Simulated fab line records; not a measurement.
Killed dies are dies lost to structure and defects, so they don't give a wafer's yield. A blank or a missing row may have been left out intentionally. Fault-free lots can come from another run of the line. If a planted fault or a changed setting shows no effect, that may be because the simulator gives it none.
fab line records	flow gf180mcu
[record] lots = 24	wafers = 72	last_day = 35
route steps=602 shown M1@318 V1@337 M3@425 V4@481 TOP_METAL@569 PASSIVATION@598
lots that met no fault: from a run of the same line without faults
start_h: hours from the record's opening day to when the first of the lot's shown wafers began	wait_h: time in hours since the lot's previous step	" repeats the value in the row above	L1.1+2: a single row standing in for several wafers	- either no value or no given start	* or withheld: withheld	< > ~ a bound
route shown NAME@n: NAME is a module with steps in the file, n the number in the route of the first one	usual: mean and standard deviation over wafers with no fault	same: alike in all rows	chamber/n: place in a boat	sites: per-site readings	_std_site: how widely they spread, as a standard deviation	_edge_site: mean of outer sites minus mean of inner sites	radius_mm: how far each site lies from the wafer's centre	mask NAME#n: copy n	behind: the tool/chamber that last shaped the wafer	hold: what put the lot on hold/how long, in hours/how the hold closed	device: which transistor (n, p or np) failed to switch	end of line: at the end of the route, the tests of the same wafers	a step without rows: its recipe alone	killed: at the first sort, the dies lost to defects and structure; wafer yield is something else	map: shows each die of a wafer: x if killed, . if not, _ if none is there
set.NAME: the setting as run; set.NAME@STEP: as run at that earlier step	model.NAME: the simulator's own value behind a step, which no gauge read
route steps across a sampled set of lots; one table per step, one row per wafer
services: the hour from which a tool's chamber was out of use, counted from the record's first day as start_h (under 0 if before that day), plus the number of hours and why
[[steps]]
[step GF_M1_SPUTTER_03]
[recipe] material = Ti	target_thk_nm = 10	substrate_temp_c = 300	chamber_pressure_pa = 0.3	power_w = 3000	time_s = 6.7
[usual] throttle_valve_pct = 30.2/0.81
lot.wafer	tool	chamber	start_h	wait_h	throttle_valve_pct
L074.2	pvd_sputter-03	-	372.60	0.0	30.5
L074.4	"	-	"	"	30.3
L074.6	"	-	"	"	29.8
L075.2	pvd_sputter-04	-	378.17	0.0	29.8
L075.3	"	-	"	"	31.4
L075.5	"	-	"	"	28.9
L076.1	pvd_sputter-03	-	392.09	0.0	29.9
L076.3	"	-	"	"	30.4
L076.5	"	-	"	"	30.0
L077.1	pvd_sputter-03	-	406.15	0.0	30.6
L077.5	"	-	"	"	29.8
L077.6	"	-	"	"	30.5
L078.2	pvd_sputter-04	-	407.62	0.0	29.9
L078.3	"	-	"	"	29.7
L078.5	"	-	"	"	29.2
L079.1	pvd_sputter-03	-	413.70	0.0	30.6
L079.2	"	-	"	"	32.0
L079.4	"	-	"	"	30.2
L080.1	pvd_sputter-01	-	434.02	0.0	30.2
L080.2	"	-	"	"	28.9
L080.4	"	-	"	"	30.4
L081.1	pvd_sputter-04	-	438.54	0.0	31.3
L081.2	"	-	"	"	29.7
L081.5	"	-	"	"	31.3
L082.1	pvd_sputter-04	-	440.69	0.0	29.5
L082.4	"	-	"	"	29.7
L082.5	"	-	"	"	28.9
L083.3	pvd_sputter-03	-	449.67	0.0	30.1
L083.4	"	-	"	"	30.2
L083.6	"	-	"	"	30.1
L084.1	pvd_sputter-03	-	462.70	0.0	30.4
L084.4	"	-	"	"	29.9
L084.6	"	-	"	"	31.9
L085.2	pvd_sputter-04	-	468.59	0.0	30.9
L085.3	"	-	"	"	29.0
L085.4	"	-	"	"	29.6
L086.2	pvd_sputter-03	-	479.12	0.0	30.0
L086.4	"	-	"	"	31.8
L086.5	"	-	"	"	31.9
L087.3	pvd_sputter-03	-	491.57	0.0	30.1
L087.4	"	-	"	"	29.9
L087.6	"	-	"	"	30.0
L088.1	pvd_sputter-03	-	499.85	0.0	30.0
L088.2	"	-	"	"	30.2
L088.4	"	-	"	"	31.8
L089.3	pvd_sputter-01	-	507.59	0.0	30.2
L089.4	"	-	"	"	30.2
L089.5	"	-	"	"	30.4
L091.2	pvd_sputter-03	-	524.57	0.0	32.0
L091.4	"	-	"	"	29.8
L091.6	"	-	"	"	30.6
L090.3	pvd_sputter-01	-	525.17	0.0	30.5
L090.4	"	-	"	"	30.3
L090.5	"	-	"	"	29.2
L092.1	pvd_sputter-03	-	532.84	0.0	31.8
L092.2	"	-	"	"	30.0
L092.6	"	-	"	"	32.0
L093.1	pvd_sputter-04	-	543.70	0.0	29.5
L093.2	"	-	"	"	31.3
L093.6	"	-	"	"	31.2
L095.3	pvd_sputter-04	-	554.39	0.0	28.8
L095.5	"	-	"	"	29.7
L095.6	"	-	"	"	31.4
L094.2	pvd_sputter-04	-	555.78	0.0	31.3
L094.5	"	-	"	"	29.9
L094.6	"	-	"	"	31.1
L096.3	pvd_sputter-01	-	564.67	0.0	30.5
L096.4	"	-	"	"	30.4
L096.5	"	-	"	"	28.9
L097.1	pvd_sputter-01	-	575.88	0.0	30.4
L097.3	"	-	"	"	30.3
L097.4	"	-	"	"	30.4
[step GF_V1_CVD_02]
[recipe] material = SiO2	target_thk_nm = 850	precursor = TEOS	temp_c = 400	time_s = 94.851	rf_w = 600
[usual] heater_power_w = 661/110
lot.wafer	tool	chamber	start_h	wait_h	heater_power_w
L074.2	pecvd-03	2	396.67	0.0	560
L074.4	"	1	"	"	597
L074.6	"	0	"	"	607
L075.2	pecvd-01	2	402.32	0.0	503
L075.3	"	0	"	"	850
L075.5	"	0	"	"	876
L076.1	pecvd-03	1	416.85	0.1	620
L076.3	"	2	"	"	712
L076.5	"	2	"	"	546
L077.1	pecvd-04	1	431.31	0.1	685
L077.5	"	0	"	"	755
L077.6	"	1	"	"	749
L078.2	pecvd-03	2	432.47	0.0	649
L078.3	"	1	"	"	623
L078.5	"	0	"	"	610
L079.1	pecvd-01	0	439.24	0.1	800
L079.2	"	2	"	"	508
L079.4	"	0	"	"	850
L080.1	pecvd-03	2	459.87	0.1	551
L080.2	"	1	"	"	655
L080.4	"	1	"	"	667
L081.1	pecvd-04	2	463.82	0.1	676
L081.2	"	1	"	"	753
L081.5	"	2	"	"	534
L082.1	pecvd-03	2	466.27	0.1	635
L082.4	"	1	"	"	527
L082.5	"	0	"	"	478
L083.3	pecvd-04	2	475.42	0.0	641
L083.4	"	0	"	"	787
L083.6	"	2	"	"	658
L084.1	pecvd-04	2	488.64	0.1	653
L084.4	"	1	"	"	810
L084.6	"	2	"	"	538
L085.2	pecvd-04	2	493.94	0.0	685
L085.3	"	0	"	"	764
L085.4	"	2	"	"	540
L086.2	pecvd-04	2	504.27	0.0	655
L086.4	"	1	"	"	643
L086.5	"	2	"	"	542
L087.3	pecvd-04	0	516.13	0.0	812
L087.4	"	1	"	"	764
L087.6	"	0	"	"	666
L088.1	pecvd-03	1	524.10	0.1	604
L088.2	"	0	"	"	570
L088.4	"	2	"	"	542
L089.3	pecvd-01	2	532.52	0.0	495
L089.4	"	0	"	"	821
L089.5	"	1	"	"	588
L091.2	pecvd-04	2	548.93	0.0	624
L091.4	"	1	"	"	642
L091.6	"	2	"	"	676
L090.3	pecvd-01	2	549.28	0.0	447
L090.4	"	2	"	"	486
L090.5	"	0	"	"	698
L092.1	pecvd-03	2	556.73	0.1	568
L092.2	"	0	"	"	534
L092.6	"	1	"	"	593
L093.1	pecvd-04	0	567.52	0.1	803
L093.2	"	2	"	"	580
L093.6	"	2	"	"	633
L095.3	pecvd-04	2	578.30	0.0	585
L095.5	"	1	"	"	816
L095.6	"	2	"	"	662
L094.2	pecvd-01	2	578.94	0.0	492
L094.5	"	0	"	"	715
L094.6	"	1	"	"	666
L096.3	pecvd-01	1	586.78	0.0	593
L096.4	"	2	"	"	517
L096.5	"	0	"	"	859
L097.1	pecvd-01	1	598.43	0.1	628
L097.3	"	0	"	"	849
L097.4	"	1	"	"	682
[step GF_M3_METAL_ETCH_16]
[recipe] chemistry = Cl2/BCl3	mask_material = KrF	target_depth_nm = 750.8	stop_on = SiO2	pressure_mtorr = 8	icp_w = 800	bias_w = 140	Cl2_flow_sccm = 80	bcl3_flow_sccm = 40	time_s = 125.1
[usual] drypump_motor_current_A = 6.10/0.29	mfc_cl2_sccm = 80.02/0.23	oes_product_au = 0.987/0.0069	throttle_valve_pct = 28.232/0.01
lot.wafer	tool	chamber	start_h	wait_h	drypump_motor_current_A	mfc_cl2_sccm	oes_product_au	rf_hours_counter_h	throttle_valve_pct
L074.2	rie_metal-01	1	499.83	0.0	6.55	79.75	0.976	9	28.261
L074.4	"	0	"	"	6.09	79.90	1.000	-	28.232
L074.6	"	0	"	"	6.09	79.62	0.992	-	28.220
L075.2	rie_metal-01	0	505.64	0.0	6.09	80.08	1.003	2	28.227
L075.3	"	1	"	"	6.58	80.25	0.987	-	28.210
L075.5	"	1	"	"	6.56	80.27	0.991	-	28.234
L076.1	rie_metal-03	1	519.18	0.0	5.75	79.92	0.984	9	28.252
L076.3	"	1	"	"	5.75	79.94	0.989	-	28.230
L076.5	"	0	"	"	5.85	80.02	0.987	-	28.240
L077.1	rie_metal-03	0	533.84	0.0	5.87	80.11	0.997	11	28.236
L077.5	"	1	"	"	5.73	80.04	0.990	-	28.225
L077.6	"	0	"	"	5.87	80.06	0.978	-	28.227
L078.2	rie_metal-01	1	534.19	0.0	6.57	80.38	0.989	10	28.243
L078.3	"	0	"	"	6.09	79.83	1.004	-	28.225
L078.5	"	1	"	"	6.55	80.08	0.986	-	28.242
L079.1	rie_metal-01	1	540.34	0.0	6.55	79.91	0.983	10	28.238
L079.2	"	0	"	"	6.10	80.01	0.992	3	28.234
L079.4	"	1	"	"	6.53	79.86	0.984	-	28.226
L080.1	rie_metal-01	1	558.48	0.0	6.57	79.73	0.984	10	28.233
L080.2	"	0	"	"	6.09	79.93	0.995	3	28.227
L080.4	"	0	"	"	6.06	79.85	1.006	-	28.213
L081.1	rie_metal-04	1	563.93	0.0	5.96	79.57	0.990	10	28.232
L081.2	"	0	"	"	6.03	79.78	0.984	8	28.230
L081.5	"	0	"	"	6.04	79.99	0.984	-	28.236
L082.1	rie_metal-04	1	566.68	0.0	5.97	80.26	0.988	10	28.233
L082.4	"	1	"	"	5.94	80.06	0.996	-	28.232
L082.5	"	1	"	"	5.98	80.10	0.993	-	28.237
L083.3	rie_metal-04	0	574.23	0.1	6.00	80.15	0.997	-	28.224
L083.4	"	1	"	"	5.96	80.15	0.987	-	28.246
L083.6	"	1	"	"	5.95	80.26	0.992	-	28.220
L084.1	rie_metal-04	1	584.13	0.0	5.90	80.03	0.992	10	28.208
L084.4	"	1	"	"	5.94	79.83	0.995	-	28.229
L084.6	"	0	"	"	6.02	80.04	0.987	-	28.240
L085.2	rie_metal-03	1	590.98	0.0	5.72	80.18	0.986	11	28.226
L085.3	"	0	"	"	5.86	80.52	0.979	-	28.243
L085.4	"	1	"	"	5.73	80.09	0.983	-	28.218
L086.2	rie_metal-03	1	600.63	0.0	5.73	79.67	0.986	12	28.235
L086.4	"	0	"	"	5.85	80.27	0.987	-	28.241
L086.5	"	1	"	"	5.73	79.75	1.000	-	28.233
L087.3	rie_metal-04	1	611.88	0.1	6.01	80.32	0.981	-	28.230
L087.4	"	0	"	"	6.03	80.11	0.991	-	28.226
L087.6	"	1	"	"	5.97	79.72	0.993	-	28.225
L088.1	rie_metal-04	0	620.00	0.0	6.02	79.91	0.988	10	28.233
L088.2	"	1	"	"	5.99	79.85	0.989	11	28.226
L088.4	"	0	"	"	6.04	80.00	0.985	-	28.226
L089.3	rie_metal-04	1	625.32	0.1	5.98	79.84	0.985	-	28.233
L089.4	"	0	"	"	6.00	79.84	0.979	-	28.224
L089.5	"	0	"	"	6.03	79.83	0.984	-	28.226
L091.2	rie_metal-01	1	641.08	0.1	6.55	79.92	0.984	-	28.247
L091.4	"	1	"	"	6.54	80.44	0.991	-	28.241
L091.6	"	1	"	"	6.55	79.88	0.988	-	28.242
L090.3	rie_metal-03	0	642.53	0.1	5.85	80.12	0.983	-	28.238
L090.4	"	1	"	"	5.74	79.75	0.985	-	28.229
L090.5	"	0	"	"	5.86	80.06	0.980	-	28.245
L092.1	rie_metal-04	0	647.28	0.0	6.03	79.96	0.988	11	28.225
L092.2	"	1	"	"	5.90	80.20	0.982	12	28.236
L092.6	"	1	"	"	5.94	80.12	1.000	-	28.229
L093.1	rie_metal-03	1	656.13	0.0	5.72	80.19	0.982	13	28.240
L093.2	"	1	"	"	5.73	79.65	0.979	-	28.236
L093.6	"	1	"	"	5.73	79.89	0.983	-	28.242
L095.3	rie_metal-04	0	665.92	0.1	6.03	80.27	0.991	-	28.238
L095.5	"	1	"	"	5.95	79.86	0.996	-	28.226
L095.6	"	0	"	"	6.02	80.31	0.988	-	28.210
L094.2	rie_metal-01	1	667.58	0.1	6.55	80.02	0.983	-	28.254
L094.5	"	1	"	"	6.55	79.81	0.979	-	28.244
L094.6	"	1	"	"	6.55	79.95	0.982	-	28.232
L096.3	rie_metal-01	1	673.38	0.1	6.56	80.21	0.986	-	28.234
L096.4	"	1	"	"	6.56	80.20	0.983	-	28.228
L096.5	"	1	"	"	6.55	80.15	0.981	-	28.247
L097.1	rie_metal-01	1	685.59	0.0	6.55	80.14	0.978	18	28.243
L097.3	"	1	"	"	6.54	80.14	0.973	-	28.233
L097.4	"	1	"	"	6.53	79.96	0.982	-	28.244
[step GF_V4_BOW_MEAS_05]
[recipe] mode = bow
[usual] V4_BOW = 133/9.7
lot.wafer	tool	chamber	start_h	wait_h	V4_BOW[um]
L074.2	film_metro-01	-	550.51	0.3	131
L074.4	"	-	"	"	131
L074.6	"	-	"	"	130
L075.2	film_metro-02	-	556.51	0.2	131
L075.3	"	-	"	"	120
L075.5	"	-	"	"	136
L076.1	film_metro-02	-	568.58	0.2	150
L076.3	"	-	"	"	158
L076.5	"	-	"	"	144
L077.1	film_metro-02	-	582.38	0.2	155
L077.5	"	-	"	"	153
L077.6	"	-	"	"	140
L078.2	film_metro-02	-	584.09	0.3	126
L078.3	"	-	"	"	126
L078.5	"	-	"	"	129
L079.1	film_metro-02	-	589.74	0.2	118
L079.2	"	-	"	"	132
L079.4	"	-	"	"	130
L080.1	film_metro-04	-	607.39	0.2	142
L080.2	"	-	"	"	141
L080.4	"	-	"	"	136
L081.1	film_metro-04	-	611.15	0.1	136
L081.2	"	-	"	"	137
L081.5	"	-	"	"	130
L082.1	film_metro-02	-	614.75	0.2	128
L082.4	"	-	"	"	138
L082.5	"	-	"	"	149
L083.3	film_metro-02	-	623.13	0.2	115
L083.4	"	-	"	"	124
L083.6	"	-	"	"	140
L084.1	film_metro-02	-	630.94	0.2	131
L084.4	"	-	"	"	143
L084.6	"	-	"	"	148
L085.2	film_metro-04	-	637.65	0.2	128
L085.3	"	-	"	"	143
L085.4	"	-	"	"	125
L086.2	film_metro-04	-	647.21	0.1	121
L086.4	"	-	"	"	123
L086.5	"	-	"	"	133
L087.3	film_metro-02	-	656.15	0.2	135
L087.4	"	-	"	"	133
L087.6	"	-	"	"	143
L088.1	film_metro-02	-	665.34	0.1	134
L088.2	"	-	"	"	137
L088.4	"	-	"	"	135
L089.3	film_metro-02	-	668.84	0.3	117
L089.4	"	-	"	"	109
L089.5	"	-	"	"	118
L091.2	film_metro-02	-	684.72	0.2	132
L091.4	"	-	"	"	143
L091.6	"	-	"	"	144
L090.3	film_metro-02	-	685.98	0.3	127
L090.4	"	-	"	"	140
L090.5	"	-	"	"	126
L092.1	film_metro-04	-	691.38	0.2	112
L092.2	"	-	"	"	128
L092.6	"	-	"	"	115
L093.1	film_metro-04	-	698.67	0.2	133
L093.2	"	-	"	"	133
L093.6	"	-	"	"	135
L095.3	film_metro-04	-	708.58	0.3	118
L095.5	"	-	"	"	132
L095.6	"	-	"	"	125
L094.2	film_metro-04	-	710.60	0.2	125
L094.5	"	-	"	"	132
L094.6	"	-	"	"	123
L096.3	film_metro-04	-	715.63	0.1	141
L096.4	"	-	"	"	122
L096.5	"	-	"	"	143
L097.1	film_metro-04	-	726.93	0.2	132
L097.3	"	-	"	"	140
L097.4	"	-	"	"	130
[step GF_TOP_METAL_SPUTTER_02]
[recipe] material = AlCu	target_thk_nm = 900	power_w = 10600	chamber_pressure_pa = 0.3	substrate_temp_c = 250	gas = Ar	time_s = 47.82
[usual] throttle_valve_pct = 30.2/1
lot.wafer	tool	chamber	start_h	wait_h	throttle_valve_pct
L074.2	pvd_sputter-02	-	643.35	0.0	29.0
L074.4	"	-	"	"	29.4
L074.6	"	-	"	"	29.2
L075.2	pvd_sputter-02	-	646.72	0.0	29.5
L075.3	"	-	"	"	29.0
L075.5	"	-	"	"	31.1
L076.1	pvd_sputter-02	-	657.22	0.0	29.6
L076.3	"	-	"	"	31.1
L076.5	"	-	"	"	29.8
L077.1	pvd_sputter-03	-	671.06	0.0	32.0
L077.5	"	-	"	"	30.7
L077.6	"	-	"	"	31.9
L078.2	pvd_sputter-02	-	672.44	0.0	29.5
L078.3	"	-	"	"	31.1
L078.5	"	-	"	"	30.9
L079.1	pvd_sputter-02	-	676.32	0.0	29.3
L079.2	"	-	"	"	29.7
L079.4	"	-	"	"	28.2
L080.1	pvd_sputter-03	-	692.71	0.0	30.1
L080.2	"	-	"	"	32.0
L080.4	"	-	"	"	30.3
L081.1	pvd_sputter-02	-	695.89	0.0	30.8
L081.2	"	-	"	"	29.4
L081.5	"	-	"	"	29.8
L082.1	pvd_sputter-03	-	699.14	0.0	30.7
L082.4	"	-	"	"	32.1
L082.5	"	-	"	"	30.1
L083.3	pvd_sputter-03	-	706.42	0.0	30.6
L083.4	"	-	"	"	31.9
L083.6	"	-	"	"	30.4
L084.1	pvd_sputter-02	-	714.84	0.0	31.0
L084.4	"	-	"	"	29.3
L084.6	"	-	"	"	30.8
L085.2	pvd_sputter-04	-	720.54	0.0	31.2
L085.3	"	-	"	"	30.1
L085.4	"	-	"	"	29.3
L086.2	pvd_sputter-03	-	729.19	0.0	30.7
L086.4	"	-	"	"	31.8
L086.5	"	-	"	"	29.9
L087.3	pvd_sputter-04	-	736.74	0.0	29.4
L087.4	"	-	"	"	29.9
L087.6	"	-	"	"	29.4
L088.1	pvd_sputter-03	-	744.16	0.0	32.3
L088.2	"	-	"	"	30.4
L088.4	"	-	"	"	30.0
L089.3	pvd_sputter-02	-	748.67	0.0	28.2
L089.4	"	-	"	"	29.7
L089.5	"	-	"	"	31.1
L091.2	pvd_sputter-03	-	761.73	0.0	30.3
L091.4	"	-	"	"	31.8
L091.6	"	-	"	"	29.9
L090.3	pvd_sputter-03	-	765.43	0.0	30.4
L090.4	"	-	"	"	31.8
L090.5	"	-	"	"	30.1
L092.1	pvd_sputter-03	-	766.83	0.0	31.9
L092.2	"	-	"	"	29.8
L092.6	"	-	"	"	30.3
L093.1	pvd_sputter-03	-	773.93	0.0	29.9
L093.2	"	-	"	"	30.5
L093.6	"	-	"	"	29.8
L095.3	pvd_sputter-04	-	783.34	0.0	29.7
L095.5	"	-	"	"	29.8
L095.6	"	-	"	"	30.2
L094.2	pvd_sputter-04	-	784.23	0.0	29.6
L094.5	"	-	"	"	31.3
L094.6	"	-	"	"	29.9
L096.3	pvd_sputter-02	-	788.84	0.0	28.2
L096.4	"	-	"	"	29.4
L096.5	"	-	"	"	29.4
L097.1	pvd_sputter-04	-	797.66	0.0	29.1
L097.3	"	-	"	"	29.7
L097.4	"	-	"	"	29.7
[step GF_PASSIVATION_ETCH_11]
[recipe] chemistry = CF4/O2	target_depth_nm = 2040	stop_on = TiN	source_w = 800	bias_w = 150	pressure_mtorr = 150	cf4_flow_sccm = 80	O2_flow_sccm = 10	time_s = 453.3
[usual] drypump_motor_current_A = 5.4/0.54	oes_product_au = 0.988/0.0083	throttle_valve_pct = 5.967/0.0094
lot.wafer	tool	chamber	start_h	wait_h	drypump_motor_current_A	oes_product_au	rf_hours_counter_h	throttle_valve_pct
L074.2	rie_diel-03	3	683.83	-	5.5	0.998	7	5.945
L074.4	"	0	"	"	6.5	0.991	49	5.958
L074.6	"	3	"	"	5.6	0.996	-	5.977
L075.2	rie_diel-02	1	686.07	-	4.7	0.984	3	5.970
L075.3	"	3	"	"	5.5	0.985	12	5.964
L075.5	"	2	"	"	4.9	0.991	-	5.978
L076.1	rie_diel-03	2	695.67	-	4.8	0.977	61	5.949
L076.3	"	3	"	"	5.5	0.993	8	5.960
L076.5	"	2	"	"	4.8	0.978	-	5.968
L077.1	rie_diel-04	2	710.73	-	5.5	0.989	11	5.988
L077.5	"	3	"	"	5.3	0.992	-	5.953
L077.6	"	0	"	"	5.7	0.998	-	5.966
L078.2	rie_diel-03	0	711.83	-	6.5	0.981	51	5.969
L078.3	"	3	"	"	5.5	0.995	9	5.973
L078.5	"	3	"	"	5.5	0.996	-	5.958
L079.1	rie_diel-02	0	715.18	-	5.7	0.965	6	5.962
L079.2	"	3	"	"	5.5	0.978	13	5.961
L079.4	"	2	"	"	5.0	0.997	29	5.962
L080.1	rie_diel-03	3	730.38	-	5.5	0.996	10	5.963
L080.2	"	0	"	"	6.4	1.004	52	5.976
L080.4	"	3	"	"	5.5	0.993	-	5.965
L081.1	rie_diel-02	1	734.32	-	4.7	0.987	5	5.956
L081.2	"	2	"	"	4.9	0.988	30	5.988
L081.5	"	2	"	"	4.9	0.995	-	5.979
L082.1	rie_diel-02	2	736.57	-	5.0	0.991	30	5.951
L082.4	"	3	"	"	5.5	0.985	14	5.987
L082.5	"	1	"	"	4.7	0.979	-	5.957
L083.3	rie_diel-02	0	743.03	-	5.7	0.985	7	5.978
L083.4	"	2	"	"	5.0	1.006	31	5.961
L083.6	"	0	"	"	5.7	0.991	-	5.951
L084.1	rie_diel-02	2	750.93	-	5.0	1.000	31	5.976
L084.4	"	1	"	"	4.7	0.981	6	5.966
L084.6	"	0	"	"	5.7	0.978	-	5.969
L085.2	rie_diel-04	3	756.47	-	5.3	0.983	8	5.958
L085.3	"	1	"	"	5.4	0.983	5	5.978
L085.4	"	0	"	"	5.8	0.997	18	5.966
L086.2	rie_diel-03	3	764.18	-	5.5	0.994	11	5.966
L086.4	"	1	"	"	5.8	0.977	-	5.963
L086.5	"	3	"	"	5.5	0.996	-	5.971
L087.3	rie_diel-02	0	771.38	-	5.7	0.981	9	5.982
L087.4	"	1	"	"	4.7	0.989	7	5.972
L087.6	"	0	"	"	5.8	0.979	-	5.970
L088.1	rie_diel-02	1	778.63	-	4.7	0.979	8	5.973
L088.2	"	2	"	"	5.0	1.001	32	5.977
L088.4	"	3	"	"	5.5	0.983	16	5.967
L089.3	rie_diel-02	3	783.03	-	5.5	0.993	16	5.961
L089.4	"	2	"	"	4.9	0.997	32	5.965
L089.5	"	0	"	"	5.7	0.982	-	5.972
L091.2	rie_diel-02	0	794.57	-	5.7	0.974	10	5.973
L091.4	"	3	"	"	5.5	0.992	17	5.977
L091.6	"	0	"	"	5.8	0.983	-	5.970
L090.3	rie_diel-03	3	796.88	-	5.5	0.991	13	5.977
L090.4	"	2	"	"	4.8	0.995	-	5.961
L090.5	"	3	"	"	5.5	0.993	-	5.967
L092.1	rie_diel-02	3	799.97	-	5.5	0.988	17	5.970
L092.2	"	1	"	"	4.7	0.983	9	5.988
L092.6	"	0	"	"	5.7	0.979	-	5.970
L093.1	rie_diel-03	0	806.23	-	6.4	0.995	2	5.966
L093.2	"	2	"	"	4.8	0.980	3	5.955
L093.6	"	3	"	"	5.5	1.001	-	5.966
L095.3	rie_diel-03	2	816.27	-	4.7	0.988	4	5.965
L095.5	"	1	"	"	5.8	0.988	-	5.976
L095.6	"	0	"	"	6.5	0.994	-	5.982
L094.2	rie_diel-02	3	816.53	-	5.5	0.984	18	5.979
L094.5	"	0	"	"	5.7	0.968	-	5.968
L094.6	"	1	"	"	4.7	0.985	-	5.971
L096.3	rie_diel-03	0	820.43	-	6.5	0.989	3	5.963
L096.4	"	3	"	"	5.5	0.995	14	5.975
L096.5	"	1	"	"	5.8	0.990	-	5.974
L097.1	rie_diel-02	3	827.93	-	5.6	0.996	19	5.978
L097.3	"	1	"	"	4.7	0.982	11	5.955
L097.4	"	0	"	"	5.7	0.975	12	5.946
[[services]]
tool	chamber	start_h	hours	kind
rie_metal-01	1	349.32	4.1	repair
rie_diel-02	0	361.72	1.6	repair
pecvd-04	-	371.69	4.3	pm
pecvd-04	-	379.98	0.6	repair
rie_diel-02	1	406.66	2.0	repair
rie_diel-02	0	417.42	5.1	repair
rie_diel-02	0	424.02	4.9	repair
rie_diel-03	2	439.34	9.5	repair
rie_diel-02	2	442.14	46.9	repair
rie_diel-03	0	442.87	5.2	repair
rie_metal-01	-	454.63	0.5	repair
rie_diel-02	-	469.47	0.5	repair
pvd_sputter-04	-	474.13	15.2	repair
pvd_sputter-04	-	491.82	46.0	repair
pecvd-04	-	575.85	1.0	repair
pvd_sputter-04	-	639.50	18.9	repair
rie_diel-02	0	676.98	7.7	repair
pvd_sputter-03	-	681.14	3.3	repair
pvd_sputter-04	-	700.63	18.3	repair
rie_diel-02	0	746.32	1.9	repair
pecvd-04	0	748.74	22.7	repair
rie_diel-02	-	758.75	2.0	repair
pecvd-04	-	807.18	3.3	repair
pvd_sputter-04	-	813.66	2.7	repair
[[key]]
fault none
